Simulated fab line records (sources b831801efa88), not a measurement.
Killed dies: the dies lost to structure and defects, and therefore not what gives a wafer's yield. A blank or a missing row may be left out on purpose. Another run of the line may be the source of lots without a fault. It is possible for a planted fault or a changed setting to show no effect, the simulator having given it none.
Chamber matching || flow gf180mcu || rie_diel-02 running GF_M5_ETCH_09: 4 sister chambers
The step etches Si3N4 in CF4/O2, target depth 52 nm, time 11.6 s. 4 wafers are shown with their chamber, then 8 later ones without.

EACH WAFER AND ITS CHAMBER
{"wafer": "L085.5", "chamber": 1, "drypump_motor_current_A (A)": 5.7}
{"wafer": "L095.1", "chamber": 2, "drypump_motor_current_A (A)": 5.9}
{"wafer": "L095.3", "chamber": 3, "drypump_motor_current_A (A)": 6.0}
{"wafer": "L095.4", "chamber": 0, "drypump_motor_current_A (A)": 5.5}

WAFERS WITHOUT THEIR CHAMBER
{"wafer": "L095.5", "drypump_motor_current_A (A)": 6.0}
{"wafer": "L095.6", "drypump_motor_current_A (A)": 5.9}
{"wafer": "L093.1", "drypump_motor_current_A (A)": 6.0}
{"wafer": "L093.2", "drypump_motor_current_A (A)": 5.5}
{"wafer": "L093.5", "drypump_motor_current_A (A)": 6.0}
{"wafer": "L092.1", "drypump_motor_current_A (A)": 6.0}
{"wafer": "L092.2", "drypump_motor_current_A (A)": 5.9}
{"wafer": "L092.4", "drypump_motor_current_A (A)": 5.8}

THE CHAMBER EACH PASSED THROUGH
{"wafer": "L095.5", "from the rows above": 3, "in truth": 3}
{"wafer": "L095.6", "from the rows above": 2, "in truth": 2}
{"wafer": "L093.1", "from the rows above": 3, "in truth": 3}
{"wafer": "L093.2", "from the rows above": 0, "in truth": 0}
{"wafer": "L093.5", "from the rows above": 3, "in truth": 3}
{"wafer": "L092.1", "from the rows above": 3, "in truth": 3}
{"wafer": "L092.2", "from the rows above": 2, "in truth": 2}
{"wafer": "L092.4", "from the rows above": "can't be placed: 1 or 2", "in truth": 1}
7 of 8 placed correctly. Unplaceable from these rows: 1, with the true chamber sitting among the candidates in 1. Placed wrongly: 0.
How it was worked out, from the rows above alone: a wafer's distance from a chamber is the root of the sum, over the readings, of the square of ((its reading less the chamber's mean) divided by the reading's scatter). If the next closest chamber is less than 2 further off than the closest, the wafer can't be placed; otherwise it belongs to the closest. The mean given for a chamber averages the wafers shown for that chamber. The scatter (one wafer shown for each chamber): square how far every hidden wafer sits from the nearest shown wafer, average those squares and take the square root.
